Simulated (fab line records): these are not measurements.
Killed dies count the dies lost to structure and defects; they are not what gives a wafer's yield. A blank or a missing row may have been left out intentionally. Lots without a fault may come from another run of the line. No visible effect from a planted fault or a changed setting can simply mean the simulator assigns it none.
The tool behind it: which one? :: flow sky130 :: 18 wafers from 6 lots sampled at 3 of the route's 708 steps

WHAT THE GAUGES SHOWED, per wafer
SKY_VIA2_THK_MEAS_01.
lot: L444
measured: day 35 15:26
on: film_metro-01
VIA2_HDPCVD_THK (nm): 1153 1191 1198

lot: L446
measured: day 35 22:11
on: film_metro-02
VIA2_HDPCVD_THK (nm): 1195 1193 1190

lot: L451
measured: day 38 00:48
on: film_metro-02
VIA2_HDPCVD_THK (nm): 1186 1179 1176

lot: L457
measured: day 39 20:32
on: film_metro-04
VIA2_HDPCVD_THK (nm): 1188 1164 996

lot: L462
measured: day 40 23:31
on: film_metro-02
VIA2_HDPCVD_THK (nm): 1167 1154 1173

lot: L466
measured: day 42 04:13
on: film_metro-02
VIA2_HDPCVD_THK (nm): 1175 1171 1183

EACH LOT AND THE TOOL THAT RAN IT (in order: tool; ch and the chambers of the sampled wafers; start)
lot: L444
SKY_METAL2_METAL_ETCH_19: rie_metal-01 ch 0,1, day 35 14:37
SKY_VIA2_HDPCVD_00: hdpcvd-02 ch 0,1,2, day 35 15:18

lot: L446
SKY_METAL2_METAL_ETCH_19: rie_metal-04 ch 0,1, day 35 21:23
SKY_VIA2_HDPCVD_00: hdpcvd-01 ch 0,1,2, day 35 22:06

lot: L451
SKY_METAL2_METAL_ETCH_19: rie_metal-04 ch 0,1, day 37 23:52
SKY_VIA2_HDPCVD_00: hdpcvd-01 ch 0,1, day 38 00:41

lot: L457
SKY_METAL2_METAL_ETCH_19: rie_metal-04 ch 1, day 39 19:36
SKY_VIA2_HDPCVD_00: hdpcvd-02 ch 0,1,2, day 39 20:25

lot: L462
SKY_METAL2_METAL_ETCH_19: rie_metal-04 ch 0,1, day 40 22:42
SKY_VIA2_HDPCVD_00: hdpcvd-01 ch 0,1, day 40 23:23

lot: L466
SKY_METAL2_METAL_ETCH_19: rie_metal-01 ch 0,1, day 42 03:22
SKY_VIA2_HDPCVD_00: hdpcvd-01 ch 0,1, day 42 04:05
- SKY_METAL2_METAL_ETCH_19: etches the open film in Cl2/BCl3, stops on SiO2, target depth 360 nm, time 78 s.
- SKY_VIA2_HDPCVD_00: deposits SiO2, target thk 1180 nm, time 196.7 s.

THE ANSWER, worked out from the rows above alone
Rule: the usual values come from the lots themselves. The widest of any qualifying gaps counts: lots, ordered by their means at a reading, are off when they make up no more than a third of the lots, leave a main group of 4 or more, and stand apart from it by 3 or more times the standard deviation of that group's means. The tables above print the reading to a certain number of digits; a main group whose means all agree to those digits is not used. A lot without any number at a reading at which 4 lots or more have one is off too. Where the step has rows for the other lots, those lots are counted as sound.
Off: at SKY_VIA2_THK_MEAS_01 (VIA2_HDPCVD_THK), L457. Main group: mean 1179 nm, sd 9.
If a tool, at a process step before that reading, ran all the lots that are off and no sound lot after the first of them, it fits. Gauges at SKY_VIA2_THK_MEAS_01: tried the same way as those tools. Undecided on this evidence; 2 tools fit (hdpcvd-02 at SKY_VIA2_HDPCVD_00, film_metro-04 at SKY_VIA2_THK_MEAS_01).

WHAT THE SIMULATOR HAD INSERTED
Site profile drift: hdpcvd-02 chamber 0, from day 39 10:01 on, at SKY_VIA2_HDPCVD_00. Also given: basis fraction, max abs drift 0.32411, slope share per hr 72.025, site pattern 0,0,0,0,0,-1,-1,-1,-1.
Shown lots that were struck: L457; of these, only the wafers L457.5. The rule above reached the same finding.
